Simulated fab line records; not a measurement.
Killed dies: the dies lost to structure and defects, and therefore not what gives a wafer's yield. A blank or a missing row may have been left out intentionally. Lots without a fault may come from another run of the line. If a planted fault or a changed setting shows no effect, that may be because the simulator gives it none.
The tool behind it: which one?    flow gf180mcu    Sampling: 6 lots, 18 wafers, 2 of 602 route steps

== WHAT THE GAUGES SHOWED, per wafer ==
GF_POLY_GATE_CD_MEAS_10 targets a cd of 280 nm.
lot   measured      on         cd nm (nm)
L653  day 10 05:00  cd sem-01  277.0 277.5 277.9
L655  day 10 13:08  cd sem-01  280.6 280.2 281.1
L659  day 11 22:06  cd sem-02  279.9 280.2 280.8
L666  day 13 18:52  cd sem-01  322.6 322.2 322.3
L671  day 15 11:20  cd sem-02  280.2 281.6 279.9
L673  day 16 05:39  cd sem-01  279.8 279.8 280.1

== EACH LOT AND THE TOOL THAT RAN IT (in order: tool; ch and the chambers of the sampled wafers; start) ==
lot   GF_POLY_GATE_EXPOSE_07
L653  krf scanner-02 ch 0, day 9 19:38
L655  krf scanner-01 ch 0, day 10 04:14
L659  krf scanner-01 ch 0, day 11 12:28
L666  krf scanner-01 ch 0, day 13 08:41
L671  krf scanner-01 ch 0, day 15 00:15
L673  krf scanner-02 ch 0, day 15 18:37
- GF_POLY_GATE_EXPOSE_07: exposes mask Poly2, target cd 280 nm.

== THE ANSWER, worked out from the rows above alone ==
Rule: usual is defined by the lots themselves. Put in order of their means at a reading, lots are off if they are a third of the lots or fewer, leave a main group of 4 or more, and stand apart from it by a gap of 3 or more times the standard deviation of the main group's means; of several such gaps the widest counts. The tables above print the reading to a certain number of digits; a main group whose means all agree to those digits is not used. A lot without any number at a reading at which 4 lots or more have one is off too. All remaining lots with rows at the step are treated as sound.
Off, at GF_POLY_GATE_CD_MEAS_10 on cd nm: L666. The main group: mean 279.8 nm, standard deviation 1.2.
If a tool, at a process step before that reading, ran all the lots that are off and no sound lot after the first of them, it fits. Those tools and the gauges at GF_POLY_GATE_CD_MEAS_10 are tried in the same way. Of those tried, none fits.

== WHAT THE SIMULATOR HAD INSERTED ==
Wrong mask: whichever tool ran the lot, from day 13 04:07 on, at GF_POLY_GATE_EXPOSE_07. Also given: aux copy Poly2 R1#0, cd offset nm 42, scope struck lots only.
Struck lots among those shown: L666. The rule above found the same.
